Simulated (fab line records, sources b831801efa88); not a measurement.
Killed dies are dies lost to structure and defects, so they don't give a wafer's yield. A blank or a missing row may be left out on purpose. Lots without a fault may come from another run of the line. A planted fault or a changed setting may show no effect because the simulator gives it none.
One fault seen from 2 desks | flow gf180mcu | each desk has only its own numbers; what lay behind them comes last

THE METROLOGY DESK
What the gauges read, lot by lot, whatever tool the lot ran on: means of the sampled wafers that have a number. A lot is out of limits, marked OUT, if its mean lies more than 4 standard deviations from the usual mean; the brackets give that distance.
Columns: A = cd_nm at GF_V3_CD_MEAS_14, usual 259.8 nm; B = cd_nm at GF_M4_CD_MEAS_14, usual 280.2 nm
lot  | first seen here | A     | B
L825 | day 22 09:31    | 258.8 | 279.0
L827 | day 23 15:06    | 260.5 | 280.6
L828 | day 23 18:19    | 258.9 | 279.8
L829 | day 24 04:53    | 260.6 | 280.0
L830 | day 24 12:31    | 258.8 | 282.6
L832 | day 25 02:16    | 258.6 | 261.2 (-14) OUT
L841 | day 27 16:52    | 260.6 | 281.6
L842 | day 28 08:28    | 259.5 | 279.5
L844 | day 29 04:04    | 258.9 | 281.7
L846 | day 29 08:26    | 258.5 | 280.4
L847 | day 29 21:59    | 260.0 | 281.8
L848 | day 30 05:11    | 260.9 | 282.1
This desk's finding: out of limits on L832; first on L832, day 26 00:43 (cd_nm at GF_M4_CD_MEAS_14). In limits: L825, L827, L828, L829, L830, L841, L842, L844, L846, L847, L848.

THE TOOL OWNER'S DESK: krf_scanner-02
The tool's own readings at GF_M4_EXPOSE_11 (exposes mask Metal4, target cd 280 nm): means of the sampled wafers that have a number, for each lot that ran on this tool. A lot is out of limits, marked OUT, if its mean lies more than 4 standard deviations from the usual mean; the brackets give that distance.
Columns: A = exposure_dose_mJ_cm2 at GF_M4_EXPOSE_11, usual 27.99; B = stage_vel_mm_s at GF_M4_EXPOSE_11, usual 499.95 mm/s
lot  | first seen here | A     | B
L825 | day 22 23:01    | 28.04 | 500.22
L829 | day 24 17:47    | 27.98 | 499.96
L830 | day 25 00:36    | 27.99 | 500.06
L832 | day 25 14:49    | 27.98 | 500.08
L842 | day 28 19:49    | 28.00 | 499.65
L844 | day 29 15:07    | 27.95 | 499.99
L846 | day 29 19:30    | 28.03 | 499.83
L848 | day 30 15:59    | 27.99 | 500.16
This desk's finding: nothing out of limits on any of the 8 lots.

PUT TOGETHER
The metrology desk could have raised an alarm at day 26 00:43, on L832.
The tool owner's desk saw nothing out of limits.
The tool owner's desk has L832 on record, within its limits.
Of the lots named, all ran GF_M4_EXPOSE_11 on krf_scanner-02.

WHAT THE SIMULATOR HAD PUT IN
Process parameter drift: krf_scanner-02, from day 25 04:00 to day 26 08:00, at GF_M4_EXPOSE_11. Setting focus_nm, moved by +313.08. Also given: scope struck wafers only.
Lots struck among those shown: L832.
Hours from the fault's start to each desk's first reading out of limits: the metrology desk, 21.
